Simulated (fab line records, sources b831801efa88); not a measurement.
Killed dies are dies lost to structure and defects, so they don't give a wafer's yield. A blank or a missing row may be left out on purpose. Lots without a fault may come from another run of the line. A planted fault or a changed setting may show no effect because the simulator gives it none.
One fault seen from 2 desks | flow gf180mcu | each desk has only its own numbers; what lay behind them comes last

THE TOOL OWNER'S DESK: cmp-01
The tool's own readings at GF_V3_CMP_26 (polishes, stops on SiO2, t overpolish 15 s, target thk 0 nm): means of the sampled wafers that have a number, for each lot that ran on this tool. A lot is out of limits, marked OUT, if its mean lies more than 4 standard deviations from the usual mean; the brackets give that distance.
Columns: A = edge_zone_pressure_frac at GF_V3_CMP_26, usual 1.000; B = head_pressure_psi at GF_V3_CMP_26, usual 3.501 psi; C = motor_current_A at GF_V3_CMP_26, usual 10.8 A; D = overpolish_run_s at GF_V3_CMP_26, usual 15.000 s; E = time_to_endpoint_s at GF_V3_CMP_26, usual 84 s
lot  | first seen here | A     | B     | C   | D      | E
L379 | day 25 18:20    | 0.998 | 3.500 | 9.8 | 15.002 | 84
L390 | day 28 20:49    | 0.997 | 3.504 | 9.5 | 15.005 | 86
L392 | day 29 07:04    | 1.000 | 3.506 | 9.8 | 14.997 | 83
This desk's finding: nothing out of limits on any of the 3 lots.

THE METROLOGY DESK
What the gauges read, lot by lot, whatever tool the lot ran on: means of the sampled wafers that have a number. A lot is out of limits, marked OUT, if its mean lies more than 4 standard deviations from the usual mean; the brackets give that distance.
Columns: A = cd_nm at GF_V3_CD_MEAS_14, usual 260.0 nm; B = V3_OVL at GF_V3_OVL_MEAS_15, usual 4 nm; C = V3_W_RS at GF_V3_RS_MEAS_24, usual 0.330 ohm/sq; D = V3_W_THK at GF_V3_THK_MEAS_25, usual 338 nm
lot  | first seen here | A     | B | C     | D
L370 | day 22 11:52    | 261.1 | 8 | 0.328 | 337
L379 | day 25 17:07    | 259.5 | 6 | 0.327 | 346
L380 | day 25 22:38    | 258.1 | 5 | 0.329 | 344
L381 | day 26 03:52    | 261.3 | 7 | 0.327 | 341
L382 | day 26 12:02    | 259.4 | 5 | 0.325 | 336
L390 | day 28 18:47    | 261.9 | 8 | 0.327 | 340
L392 | day 29 05:49    | 260.9 | 8 | 0.335 | 327
This desk's finding: nothing out of limits on any of the 7 lots.

PUT TOGETHER
The tool owner's desk saw nothing out of limits.
The metrology desk saw nothing out of limits.

WHAT THE SIMULATOR HAD PUT IN
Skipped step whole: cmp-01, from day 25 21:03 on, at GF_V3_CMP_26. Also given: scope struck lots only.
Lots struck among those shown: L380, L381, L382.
